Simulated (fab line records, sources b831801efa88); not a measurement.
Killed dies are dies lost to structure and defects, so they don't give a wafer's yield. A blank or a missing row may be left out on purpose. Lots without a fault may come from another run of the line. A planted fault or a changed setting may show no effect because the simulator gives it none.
A struck lot beside a sound one | flow sky130 | 17 steps out of a route of 708
Sound: wafers L435.1, L435.5, L435.6. Struck: wafers L454.3, L454.4, L454.5. The cause comes at the end.
At each step with rows: each side's tool, then ch and its chambers, then its first start. Under that, the readings that differ: sound wafers | struck wafers | difference of the means | sigmas: that difference in standard deviations of wafers without a fault.
alike: readings whose means differ by less than 2 such deviations, and words and numbers that are the same on both sides. not compared: withheld readings, readings that some wafer has no value for, bounds like >300 that may hide the same value, and numbers for which the record gives no deviation and whose values overlap.
The two part at a step that has a row with sigmas, a row that says differs or no value, or rows on one side only. Numbers that don't overlap but have no deviation are shown without sigmas and don't part them. A reading that every wafer of one side lacks parts them only if that side has two wafers or more.

SKY_LI_CONTACT_CMP_02: polishes PSG.
  sound on cmp-02 ch 1,2, day 27 19:30; struck on cmp-02 ch 1,2,3, day 34 13:52
  alike: motor_current_A, time_to_endpoint_s
SKY_LI_CONTACT_BOW_MEAS_03:
  sound on film_metro-04, day 27 19:45; struck on film_metro-03, day 34 14:13
  alike: LI_CONTACT_BOW
then, 8 steps without rows for these wafers: SKY_LI_CONTACT_DEHYDRATE_04 (time 60 s); SKY_LI_CONTACT_HMDS_05 (prime time 60 s); SKY_LI_CONTACT_COAT_06 (resist thk 60 nm); SKY_LI_CONTACT_COAT_07 (resist thk 450 nm); SKY_LI_CONTACT_SOFTBAKE_08 (time 90 s); SKY_LI_CONTACT_EXPOSE_09 (exposes mask LICM1, target cd 170 nm); SKY_LI_CONTACT_PEB_10; SKY_LI_CONTACT_DEVELOP_11 (develop time 60 s).
SKY_LI_CONTACT_CD_MEAS_12: target cd 170 nm.
  sound on cd_sem-01, day 28 23:46; struck on cd_sem-02, day 35 16:31
  reading    | sound             | struck            | difference | sigmas
  cd_nm (nm) | 170.0 170.8 171.7 | 167.2 167.6 166.8 | -3.6       | -3
SKY_LI_CONTACT_OVL_MEAS_13:
  sound on overlay-01, day 28 23:53; struck on overlay-01, day 35 16:37
  reading             | sound | struck  | difference | sigmas
  LI_CONTACT_OVL (nm) | 9 4 8 | -3 0 -8 | -11        | -2
SKY_LI_CONTACT_ETCH_14: etches BARC in N2/H2, stops on SiO2, time 45.9 s, target depth 60 nm.
  sound on rie_diel-02 ch 2,3, day 28 23:55; struck on rie_diel-03 ch 0,1, day 35 16:38
  reading                                           | sound             | struck            | difference | sigmas
  drypump_motor_current_A (A)                       | 5.1 5.1 5.1       | 5.9 6.1 6.1       | +0.9       | +2
  rf_fwd_power_W (W)                                | 496.8 492.8 495.4 | 689.1 695.2 696.0 | +198.4     | +86
  model.KrF-thick_of_LI_CONTACT_COAT_07.thk_nm (nm) | 394.6 395.1 394.3 | 378.4 379.7 379.9 | -15.3      |
  model.SiO2_of_SONOS_ONO_CVD_04.thk_nm (nm)        | 4.166 4.097 4.172 | 3.631 3.637 3.578 | -0.530     |
  alike: oes_product_au, throttle_valve_pct
  not compared: rf_hours_counter_h, model.LI_CONTACT.cd_nm
SKY_LI_CONTACT_ETCH_15: etches PSG in C4F8/O2/Ar, stops on Si, target depth 600 nm.
  sound on rie_diel-02 ch 2,3, day 28 23:58; struck on rie_diel-03 ch 0,1, day 35 16:41
  reading                                           | sound           | struck            | difference | sigmas
  model.KrF-thick_of_LI_CONTACT_COAT_07.thk_nm (nm) | 233 237.6 233.9 | 214.6 218.9 217.4 | -17.9      |
  alike: oes_product_au, rf_fwd_power_W
  not compared: model.LI_CONTACT.cd_nm
SKY_LI_CONTACT_STRIP_16: strips in O2/N2.
  sound on plasma_asher-03 ch 0,1, day 29 00:02; struck on plasma_asher-03 ch 0,1, day 35 16:48
  reading                      | sound          | struck         | difference | sigmas
  strip_time_to_endpoint_s (s) | 3.52 3.55 3.53 | 3.31 3.36 3.36 | -0.19      | -6
  alike: drypump_motor_current_A, oes_product_au
  not compared: rf_hours_counter_h
then, 1 step without rows for these wafers: SKY_LI_CONTACT_CLEAN_17 (cleans in NMP, time 600 s).
-- the record jumps here: 15 days lie between the struck wafers' starts before and after (it left off in module LI_CONTACT and takes up again in module PAD_OPEN, whose first step shown is number 708 of the route) --
SKY_PAD_OPEN_PROBE_99:
  the record has rows for the struck wafers here (prober-02, day 50 07:38) and none for the sound ones

WHERE THEY PART
First at SKY_LI_CONTACT_CD_MEAS_12; last, within this record, at SKY_PAD_OPEN_PROBE_99.

WHY: what the simulator had put in
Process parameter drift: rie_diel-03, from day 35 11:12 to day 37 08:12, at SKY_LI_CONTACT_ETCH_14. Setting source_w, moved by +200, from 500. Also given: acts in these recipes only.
